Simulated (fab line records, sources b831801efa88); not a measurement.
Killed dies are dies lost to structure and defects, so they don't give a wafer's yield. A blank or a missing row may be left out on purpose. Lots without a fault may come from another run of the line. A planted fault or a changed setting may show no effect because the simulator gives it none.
Which tool did it? | flow gf180mcu | 12 lots, 36 wafers sampled, at 6 steps of a route of 602

WHAT THE GAUGES READ, wafer by wafer
GF_STI_THK_MEAS_04. Usual: STI_CVD_03_THK 205.7 nm, standard deviation 2.1.
lot  | measured    | on            | STI_CVD_03_THK (nm) | flag
L672 | day 1 18:34 | film_metro-01 | 205.6 206.3 205.8   |
L674 | day 2 04:34 | film_metro-03 | 207.7 206.0 207.5   |
L675 | day 2 10:05 | film_metro-04 | 202.7 205.2 205.4   |
L677 | day 2 22:31 | film_metro-03 | 204.8 205.5 208.1   |
L678 | day 3 01:47 | film_metro-04 | 204.7 204.4 205.0   |
L680 | day 3 10:35 | film_metro-03 | 203.3 203.3 204.2   |
L682 | day 3 20:34 | film_metro-04 | 204.3 204.3 205.2   |
L685 | day 4 13:43 | film_metro-03 | 150.0 151.3 151.5   | OFF
L687 | day 5 00:00 | film_metro-04 | 149.9 149.7 151.0   | OFF
L688 | day 5 04:13 | film_metro-01 | 206.8 207.2 205.8   |
L689 | day 5 07:34 | film_metro-01 | 208.5 207.9 206.0   |
L694 | day 6 09:29 | film_metro-01 | 206.1 206.9 207.3   |

GF_V1_THK_MEAS_25: measures by xrf. Usual: V1_W_THK 346 nm, standard deviation 5.4.
lot  | measured     | on            | V1_W_THK (nm) | flag
L672 | day 18 20:47 | film_metro-04 | 344 341 341   |
L674 | day 20 02:07 | film_metro-01 | 349 353 350   |
L675 | day 20 02:49 | film_metro-01 | 344 345 346   |
L677 | day 21 05:49 | film_metro-03 | 342 350 348   |
L678 | day 21 10:01 | film_metro-01 | 344 348 347   |
L680 | day 21 21:17 | film_metro-04 | 340 342 345   |
L682 | day 22 15:50 | film_metro-03 | 353 350 353   |
L685 | day 23 21:32 | film_metro-03 | 347 348 349   |
L687 | day 24 21:24 | film_metro-03 | 346 353 349   |
L688 | day 24 20:47 | film_metro-04 | 349 344 343   |
L689 | day 25 04:11 | film_metro-03 | 351 350 349   |
L694 | day 26 21:28 | film_metro-03 | 347 355 351   |

WHICH TOOL RAN EACH LOT (tool, then ch and the chambers of the sampled wafers, then the start)
lot  | GF_STI_CVD_03              | GF_STI_ETCH_13                    | GF_CONTACT_SPUTTER_22        | GF_M1_SPUTTER_01
L672 | lpcvd-01 ch 0, day 1 16:34 | rie_diel-03 ch 0,1,2, day 2 07:16 | pvd_sputter-02, day 16 17:20 | pvd_sputter-04, day 16 18:07
L674 | lpcvd-01 ch 0, day 2 02:34 | rie_diel-02 ch 0,1,3, day 2 17:47 | pvd_sputter-04, day 17 21:06 | pvd_sputter-03, day 17 22:05
L675 | lpcvd-01 ch 0, day 2 08:05 | rie_diel-01 ch 1,3, day 2 22:14   | pvd_sputter-01, day 17 22:47 | pvd_sputter-04, day 17 23:34
L677 | lpcvd-01 ch 1, day 2 20:32 | rie_diel-02 ch 0,1,2, day 3 11:18 | pvd_sputter-01, day 19 01:11 | pvd_sputter-01, day 19 01:58
L678 | lpcvd-02 ch 0, day 2 23:47 | rie_diel-01 ch 0,2, day 3 16:02   | pvd_sputter-01, day 19 05:42 | pvd_sputter-04, day 19 06:29
L680 | lpcvd-01 ch 1, day 3 08:34 | rie_diel-02 ch 1,2, day 3 23:48   | pvd_sputter-02, day 19 16:50 | pvd_sputter-03, day 19 17:37
L682 | lpcvd-01 ch 0, day 3 18:34 | rie_diel-02 ch 1,2,3, day 4 09:35 | pvd_sputter-04, day 20 11:45 | pvd_sputter-04, day 20 12:32
L685 | lpcvd-01 ch 0, day 4 11:44 | rie_diel-03 ch 0,2,3, day 5 03:39 | pvd_sputter-01, day 21 19:01 | pvd_sputter-03, day 21 19:47
L687 | lpcvd-01 ch 1, day 4 21:59 | rie_diel-02 ch 1,3, day 5 14:00   | pvd_sputter-02, day 22 20:18 | pvd_sputter-01, day 22 21:07
L688 | lpcvd-02 ch 1, day 5 02:14 | rie_diel-03 ch 1,2, day 5 18:24   | pvd_sputter-01, day 22 19:44 | pvd_sputter-03, day 22 20:31
L689 | lpcvd-02 ch 1, day 5 05:34 | rie_diel-01 ch 0,1, day 5 22:25   | pvd_sputter-01, day 23 04:00 | pvd_sputter-03, day 23 04:47
L694 | lpcvd-02 ch 1, day 6 07:30 | rie_diel-02 ch 1,2,3, day 7 00:42 | pvd_sputter-02, day 24 21:24 | pvd_sputter-01, day 24 23:49
- GF_STI_CVD_03: deposits Si3N4 from DCS/NH3, target thk 207.16 nm, time 3551 s.
- GF_STI_ETCH_13: etches the open film in CHF3/O2, stops on Si, target depth 282.31 nm, time 112.9 s.
- GF_CONTACT_SPUTTER_22: material Ti, target thk 15 nm, time 80.02 s.
- GF_M1_SPUTTER_01: material TiN, target thk 30 nm, time 25 s.

WHAT THE TOOLS THEMSELVES READ (means of the sampled wafers that have a number; where no wafer has one, the mark that the record gives instead)
GF_STI_ETCH_13. Usual: O2_flow_sccm 4.998 sccm, standard deviation 0.016; chf3_flow_sccm 49.99 sccm, standard deviation 0.15; drypump_motor_current_A 5.5 A, standard deviation 0.57; oes_product_au 0.829 a.u., standard deviation 0.0068; rf_fwd_power_W 596.1 W, standard deviation 2.2; throttle_valve_pct 8.811 %, standard deviation 0.0091.
lot  | tool        | O2_flow_sccm (sccm) | chf3_flow_sccm (sccm) | drypump_motor_current_A (A) | oes_product_au (a.u.) | rf_fwd_power_W (W) | throttle_valve_pct (%) | flag
L672 | rie_diel-03 | 4.994               | 50.09                 | 5.7                         | 0.827                 | 596.6              | 8.824                  |
L674 | rie_diel-02 | 5.011               | 50.01                 | 5.3                         | 0.836                 | 598.0              | 8.804                  |
L675 | rie_diel-01 | 4.990               | 49.99                 | 6.0                         | 0.829                 | 595.0              | 8.813                  |
L677 | rie_diel-02 | 4.989               | 50.02                 | 5.1                         | 0.830                 | 596.5              | 8.811                  |
L678 | rie_diel-01 | 5.008               | 50.07                 | 5.4                         | 0.825                 | 597.9              | 8.810                  |
L680 | rie_diel-02 | 5.001               | 50.06                 | 4.8                         | 0.825                 | 595.2              | 8.813                  |
L682 | rie_diel-02 | 4.994               | 50.05                 | 5.1                         | 0.827                 | 597.2              | 8.803                  |
L685 | rie_diel-03 | 5.007               | 50.01                 | 5.6                         | 0.707                 | 597.1              | 8.776                  | OFF
L687 | rie_diel-02 | 5.006               | 50.04                 | 5.2                         | 0.708                 | 595.6              | 8.777                  | OFF
L688 | rie_diel-03 | 4.997               | 49.80                 | 5.5                         | 0.834                 | 595.8              | 8.809                  |
L689 | rie_diel-01 | 5.002               | 50.08                 | 6.2                         | 0.837                 | 594.1              | 8.808                  |
L694 | rie_diel-02 | 4.990               | 49.94                 | 5.0                         | 0.830                 | 595.2              | 8.813                  |

GF_CONTACT_SPUTTER_22. Usual: throttle_valve_pct 29.7 %, standard deviation 0.87.
lot  | tool           | throttle_valve_pct (%) | flag
L672 | pvd_sputter-02 | 29.7                   |
L674 | pvd_sputter-04 | 29.4                   |
L675 | pvd_sputter-01 | 29.3                   |
L677 | pvd_sputter-01 | 30.4                   |
L678 | pvd_sputter-01 | 30.5                   |
L680 | pvd_sputter-02 | 29.9                   |
L682 | pvd_sputter-04 | 30.3                   |
L685 | pvd_sputter-01 | 29.9                   |
L687 | pvd_sputter-02 | 30.1                   |
L688 | pvd_sputter-01 | 29.4                   |
L689 | pvd_sputter-01 | 30.4                   |
L694 | pvd_sputter-02 | 29.6                   |

GF_M1_SPUTTER_01. Usual: throttle_valve_pct 30.2 %, standard deviation 0.81.
lot  | tool           | throttle_valve_pct (%) | flag
L672 | pvd_sputter-04 | 30.0                   |
L674 | pvd_sputter-03 | 30.5                   |
L675 | pvd_sputter-04 | 29.6                   |
L677 | pvd_sputter-01 | 30.0                   |
L678 | pvd_sputter-04 | 30.6                   |
L680 | pvd_sputter-03 | 30.1                   |
L682 | pvd_sputter-04 | 30.2                   |
L685 | pvd_sputter-03 | 30.7                   |
L687 | pvd_sputter-01 | 30.1                   |
L688 | pvd_sputter-03 | 30.8                   |
L689 | pvd_sputter-03 | 31.2                   |
L694 | pvd_sputter-01 | 30.3                   |

THE ANSWER, worked out from the rows above alone
Rule: a lot is off if the mean of its wafers that have a number lies more than 3 standard deviations from the usual mean. A lot without any number at a reading at which 4 lots or more have one is off too. The other lots that the step has rows for count as sound. The gauges are gone through in route order, then the tools' own readings, and for those a lot's mean is taken as printed above. The first step at which some lot is off is used, and at that step the reading that is off furthest; a lot without a number counts as furthest.
Off: L685, L687, at GF_STI_THK_MEAS_04 (STI_CVD_03_THK).
A tool fits if, at a process step before that reading, it ran every lot that is off, and no sound lot after the first of them. The gauges at GF_STI_THK_MEAS_04 aren't tried: what is off there is off at GF_STI_ETCH_13 too, on other tools, and a gauge's error can't cause that. One fits: lpcvd-01 at GF_STI_CVD_03. Its last sound lot is L682 (day 3 18:34), its first lot that is off L685 (day 4 11:44): a fault that began between those two fits.

WHAT THE SIMULATOR HAD PUT IN
Process parameter drift: lpcvd-01, from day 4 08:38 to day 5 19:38, at GF_STI_CVD_03. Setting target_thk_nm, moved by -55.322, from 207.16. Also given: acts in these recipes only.
Lots struck among those shown: L685, L687. The rule above found the same.
